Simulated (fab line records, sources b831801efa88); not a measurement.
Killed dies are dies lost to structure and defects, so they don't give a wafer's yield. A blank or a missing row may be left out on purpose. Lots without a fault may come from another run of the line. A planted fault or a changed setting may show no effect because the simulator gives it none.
Tool commonality check | flow sfq_line | 14 lots, 48 wafers sampled

WHY IT WAS OPENED
At SFQ_M1_RS_MEAS_909 the reading M1_NB_RS is flagged on 2 of 14 lots. Wafers without a fault read 0.892 ohm/sq, standard deviation 0.012.
Rule: a lot is flagged when every wafer of it that has a number lies more than 4 standard deviations from that mean, or none has a number. The other lots count as sound.

lot  | measured     | on            | M1_NB_RS (ohm/sq), wafer by wafer   | flag
L784 | day 10 06:30 | film_metro-02 | 0.872 0.899 0.908                   |
L786 | day 10 19:41 | film_metro-03 | 0.888 0.902 0.893                   |
L787 | day 11 00:29 | film_metro-01 | 0.908 0.900 0.915                   |
L788 | day 11 04:16 | film_metro-03 | 0.882 0.895 0.891                   |
L789 | day 11 09:38 | film_metro-01 | 0.890 0.905 0.900                   |
L790 | day 11 19:26 | film_metro-03 | 0.894 0.877 0.892                   |
L791 | day 12 07:19 | film_metro-02 | 0.885 0.893 0.891                   |
L792 | day 12 21:32 | film_metro-01 | 0.888 0.892 0.888                   |
L793 | day 13 03:29 | film_metro-01 | 0.900 0.904 0.910                   |
L796 | day 14 02:29 | film_metro-03 | 0.873 0.887 0.875                   |
L802 | day 15 16:41 | film_metro-01 | 0.731 0.739 0.730 0.731 0.738 0.731 | FLAGGED
L803 | day 15 23:53 | film_metro-02 | 0.751 0.735 0.732 0.753 0.736 0.733 | FLAGGED
L805 | day 16 13:41 | film_metro-01 | 0.899 0.898 0.894                   |
L806 | day 16 20:57 | film_metro-03 | 0.907 0.887 0.897                   |
The numbers of the flagged lots are 0.737 ohm/sq on average: -0.155 ohm/sq against the usual, or -13 standard deviations.

WHICH TOOL RAN EACH LOT
The record holds 1 process step before the reading, out of a route of 325 steps. In each cell: the tool, then ch and the chambers that the sampled wafers went through, then the start.
lot  | flag    | SFQ_TRILAYER_M1_DEP_SPUTTER_037
L784 |         | pvd_sputter-06, day 10 06:23
L786 |         | pvd_sputter-04, day 10 19:35
L787 |         | pvd_sputter-04, day 11 00:23
L788 |         | pvd_sputter-04, day 11 04:10
L789 |         | pvd_sputter-04, day 11 09:32
L790 |         | pvd_sputter-03, day 11 19:19
L791 |         | pvd_sputter-03, day 12 07:13
L792 |         | pvd_sputter-04, day 12 21:24
L793 |         | pvd_sputter-04, day 13 03:24
L796 |         | pvd_sputter-06, day 14 02:22
L802 | FLAGGED | pvd_sputter-06, day 15 16:36
L803 | FLAGGED | pvd_sputter-06, day 15 23:48
L805 |         | pvd_sputter-04, day 16 13:36
L806 |         | pvd_sputter-03, day 16 20:48
What these steps do:
- SFQ_TRILAYER_M1_DEP_SPUTTER_037: material Nb, target thk 200 nm, time 133.3 s.
- SFQ_M1_RS_MEAS_909: measures by four-point-probe.

FLAGGED OVER TOTAL, TOOL BY TOOL (the gauges that took the reading come last)
step                            | tool           | lots run | flagged | share of the flagged lots | sound lots run after its first flagged lot
SFQ_TRILAYER_M1_DEP_SPUTTER_037 | pvd_sputter-03 | 3        | 0       | none                      | -
SFQ_TRILAYER_M1_DEP_SPUTTER_037 | pvd_sputter-04 | 7        | 0       | none                      | -
SFQ_TRILAYER_M1_DEP_SPUTTER_037 | pvd_sputter-06 | 4        | 2       | all                       | 0
SFQ_M1_RS_MEAS_909              | film_metro-01  | 6        | 1       | some                      | 1 (L805)
SFQ_M1_RS_MEAS_909              | film_metro-02  | 3        | 1       | some                      | 0
SFQ_M1_RS_MEAS_909              | film_metro-03  | 5        | 0       | none                      | -

WHAT THE TABLE ALLOWS
1 row of the table ran every flagged lot: pvd_sputter-06 at SFQ_TRILAYER_M1_DEP_SPUTTER_037.
- pvd_sputter-06 at SFQ_TRILAYER_M1_DEP_SPUTTER_037: 2 of its 4 lots flagged. Its last sound lot is L796 (day 14 02:22), its first flagged lot L802 (day 15 16:36): a fault that began between those two fits. Its own readings lie more than 4 standard deviations out on every wafer of the flagged lots: cathode_dc_power_W.
One tool is left: pvd_sputter-06 at SFQ_TRILAYER_M1_DEP_SPUTTER_037.

WHAT THE SIMULATOR HAD PUT IN
Process parameter drift: pvd_sputter-06, from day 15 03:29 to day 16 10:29, at SFQ_TRILAYER_M1_DEP_SPUTTER_037. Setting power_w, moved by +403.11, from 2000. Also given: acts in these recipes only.
Lots struck among those shown: L802, L803. The rule above found the same.
